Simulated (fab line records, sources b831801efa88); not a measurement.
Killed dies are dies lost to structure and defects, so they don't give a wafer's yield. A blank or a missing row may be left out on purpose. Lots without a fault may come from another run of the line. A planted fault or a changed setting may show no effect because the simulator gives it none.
A struck lot beside a sound one | flow sky130 | 15 steps out of a route of 708
Sound: wafers L796.1, L796.4, L796.5. Struck: wafers L803.1, L803.2, L803.5. The cause comes at the end.
At each step with rows: each side's tool, then ch and its chambers, then its first start. Under that, the readings that differ: sound wafers | struck wafers | difference of the means | sigmas: that difference in standard deviations of wafers without a fault.
alike: readings whose means differ by less than 2 such deviations, and words and numbers that are the same on both sides. not compared: withheld readings, readings that some wafer has no value for, bounds like >300 that may hide the same value, and numbers for which the record gives no deviation and whose values overlap.
The two part at a step that has a row with sigmas, a row that says differs or no value, or rows on one side only. Numbers that don't overlap but have no deviation are shown without sigmas and don't part them. A reading that every wafer of one side lacks parts them only if that side has two wafers or more.

first, 4 steps without rows for these wafers: SKY_LDD_N_IMPLANT_12; SKY_LDD_N_IMPLANT_13; SKY_LDD_N_IMPLANT_14; SKY_LDD_N_IMPLANT_15.
SKY_LDD_N_STRIP_16: strips in O2/N2.
  sound on plasma_asher-01 ch 0,1, day 18 15:41; struck on plasma_asher-01 ch 0,1, day 20 18:20
  alike: drypump_motor_current_A, oes_product_au, strip_time_to_endpoint_s
  not compared: rf_hours_counter_h
SKY_LDD_N_TW_MEAS_17:
  sound on film_metro-01, day 18 15:50; struck on film_metro-02, day 20 18:26
  alike: LDD_N_TW
then, 6 steps without rows for these wafers: SKY_LDD_P_DEHYDRATE_00 (time 60 s); SKY_LDD_P_HMDS_01 (prime time 60 s); SKY_LDD_P_COAT_02 (resist thk 1140 nm); SKY_LDD_P_SOFTBAKE_03 (time 60 s); SKY_LDD_P_EXPOSE_04 (exposes mask PSDM, target cd 380 nm); SKY_LDD_P_PEB_05.
SKY_LDD_P_DEVELOP_06: develop time 60 s.
  sound on litho_track-01 ch 0, day 19 22:04; struck on litho_track-01 ch 0, day 22 01:04
  reading              | sound             | struck            | difference | sigmas
  developer_temp_C (C) | 23.01 22.93 23.01 | 22.38 22.38 22.35 | -0.61      | -6
  alike: chill_plate_temp_C
SKY_LDD_P_CD_MEAS_07: target cd 380 nm.
  sound on cd_sem-01, day 19 22:13; struck on cd_sem-01, day 22 01:13
  alike: cd_nm
-- the record jumps here: 26 days lie between the struck wafers' starts before and after (it left off in module LDD_P and takes up again in module PAD_OPEN, whose first step shown is number 708 of the route) --
SKY_PAD_OPEN_PROBE_99:
  sound on prober-01, day 46 06:13; struck on prober-01, day 47 14:47
  alike: killed_at_M0_to_M3, killed_at_M4_up, killed_at_contacts, killed_at_front_end, killed_at_other, killed_dies, killed_open, killed_short

WHERE THEY PART
Only at SKY_LDD_P_DEVELOP_06, within this record. Later steps at which nothing parts them and some readings are alike: SKY_LDD_P_CD_MEAS_07, SKY_PAD_OPEN_PROBE_99.

WHY: what the simulator had put in
Process parameter drift: litho_track-01, from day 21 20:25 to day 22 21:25, at SKY_LDD_P_DEVELOP_06. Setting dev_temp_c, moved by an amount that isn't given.
